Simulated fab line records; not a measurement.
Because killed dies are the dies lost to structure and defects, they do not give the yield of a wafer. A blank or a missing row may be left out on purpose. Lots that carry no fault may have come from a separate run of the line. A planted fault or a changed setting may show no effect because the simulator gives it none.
8D (eight disciplines) problem report, filled in by code :: flow sky130 :: the parts of the form that need people (team, actions taken, sign-off) are left out

1. PROBLEM STATEMENT
At SKY_POLY_GATE_COAT_08, spin_speed_rpm averages 2945.1 rpm over 6 wafers from 2 lots, while fault-free wafers read 2999.9 rpm, standard deviation 1.8. That puts it -30 standard deviations away from the usual mean.
The step: resist thk 450 nm.
Earliest sighting: wafer L891.3 on litho_track-03 at day 22 01:00. At this step, 18 wafers from 6 lots have a number in the record. Rule for "out" (also "out of limits"): further than 4 standard deviations from the usual mean. The rest of the wafers with a number are treated as sound.

2. WHAT IT IS, WHAT IT ISN'T
question: which readings at this step
is: spin_speed_rpm
is not: exhaust_pa

question: which lots
is: L891, L892
is not: L883, L885, L890, L895

question: which wafers of those lots
is: all that have a number
is not: -

question: read on which tools
is: litho_track-03
is not: litho_track-01, litho_track-04

question: when
is: from day 22 01:00
is not: up to then (9 sound wafers); but 3 sound wafers of L895 came after

3. THE SUSPECTS, EACH WITH WHAT RULES IT OUT
Counting: a tool at a process step up to the reading stays a suspect if it ran every lot that is out and no sound lot after the first of them.
- litho_track-03 at SKY_POLY_GATE_COAT_08 (resist thk 450 nm): kept. It processed each lot that is out, first L891 at day 22 01:00, and no sound lot thereafter; up to then, the last sound lot it processed was L883 at day 19 08:00. Out on those wafers are its own readings of spin_speed_rpm.
Remaining after the count: litho_track-03 at SKY_POLY_GATE_COAT_08.

4. THE CAUSE (what the simulator had put in)
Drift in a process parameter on litho_track-03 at SKY_POLY_GATE_COAT_08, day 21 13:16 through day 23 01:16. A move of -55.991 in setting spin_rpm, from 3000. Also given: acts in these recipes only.
The count eliminated every tool but this one.

5. SEQUENCE OF EFFECTS, ordered by route
Each row: a reading where the mean over the struck wafers with a number is more than 3 standard deviations away from the usual. Only readings whose record carries a usual standard deviation are examined. hours: median over the lots of the time between each lot's start at the first step of this table that gives one and its start at this step. sigmas: the change, counted in usual standard deviations.
hours: 0
step: SKY_POLY_GATE_COAT_08
reading: spin_speed_rpm
usual: 2999.9 rpm
on struck wafers: 2945.1
change: -54.8
sigmas: -30
Process steps it contains:
- SKY_POLY_GATE_COAT_08: resist thk 450 nm.
Later steps that measure or inspect, where all struck wafers having a row at the step show a number for every such reading and not one has moved that far: SKY_POLY_GATE_CD_MEAS_13, SKY_POLY_GATE_OVL_MEAS_14.

6. WHAT WOULD HAVE CAUGHT IT SOONER
First out-of-limits reading in this record: day 22 01:00, which is 12 hours after fault onset at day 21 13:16.
